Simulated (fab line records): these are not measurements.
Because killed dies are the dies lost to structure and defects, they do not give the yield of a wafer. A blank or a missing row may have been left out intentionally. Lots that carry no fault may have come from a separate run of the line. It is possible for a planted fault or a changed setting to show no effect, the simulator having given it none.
A single fault, viewed from 2 desks -- flow sky130 -- only its own numbers are on each desk; what lay behind them is given at the end

== AT THE TOOL OWNER'S DESK: pvd-sputter-01 ==
The tool's own readings at SKY_CAPM_SPUTTER_02 (material TiN, target thk 200 nm, time 166.7 s): means of the sampled wafers that have a number, for each lot that ran on this tool. The brackets show how far a lot's mean lies from the usual mean; more than 4 standard deviations puts the lot out of limits, marked OUT.
Columns: A = susceptor-temp-C at SKY_CAPM_SPUTTER_02, usual 300.00 C; B = throttle-valve-pct at SKY_CAPM_SPUTTER_02, usual 30.5 %
lot,first seen here,A,B
L545,day 37 01:53,299.97,31.9
L546,day 38 06:49,300.08,30.7
L560,day 41 23:15,300.06,30.8
L562,day 42 07:25,300.00,30.9
L563,day 42 09:58,299.95,31.7
L564,day 43 02:45,299.95,31.1
L565,day 43 07:08,300.21,31.0
Result from this desk: across the 7 lots, nothing is out of limits.

== FROM THE METROLOGY DESK ==
What the gauges read for every lot (on any tool): the sampled wafers with a number, averaged. The brackets show how far a lot's mean lies from the usual mean; more than 4 standard deviations puts the lot out of limits, marked OUT.
Columns: A = CAPM_TIN_RS at SKY_CAPM_RS_MEAS_03, usual 6.91 ohm/sq; B = CAPM_TIN_THK at SKY_CAPM_THK_MEAS_04, usual 198.0 nm; C = CAPM_OVL at SKY_CAPM_OVL_MEAS_12, usual -0.7 nm
lot,first seen here,A,B,C
L545,day 37 02:04,6.93,197.1,-0.2
L546,day 38 06:59,6.82,200.6,0.3
L555,day 40 17:38,6.78,202.2,-0.6
L557,day 41 16:34,6.87,199.5,0.3
L559,day 41 20:57,6.87,197.5,-1.2
L560,day 41 23:22,6.98,196.6,-1.5
L562,day 42 07:34,6.95,197.7,-1.7
L563,day 42 10:06,6.97,197.3,0.4
L564,day 43 02:52,7.09,192.5,-0.9
L565,day 43 07:15,7.01,195.2,-0.6
Result from this desk: across the 10 lots, nothing is out of limits.

== ALL TOGETHER ==
The desk of the tool owner found nothing out of limits.
The metrology desk saw nothing out of limits.

== WHAT THE SIMULATOR HAD INSERTED ==
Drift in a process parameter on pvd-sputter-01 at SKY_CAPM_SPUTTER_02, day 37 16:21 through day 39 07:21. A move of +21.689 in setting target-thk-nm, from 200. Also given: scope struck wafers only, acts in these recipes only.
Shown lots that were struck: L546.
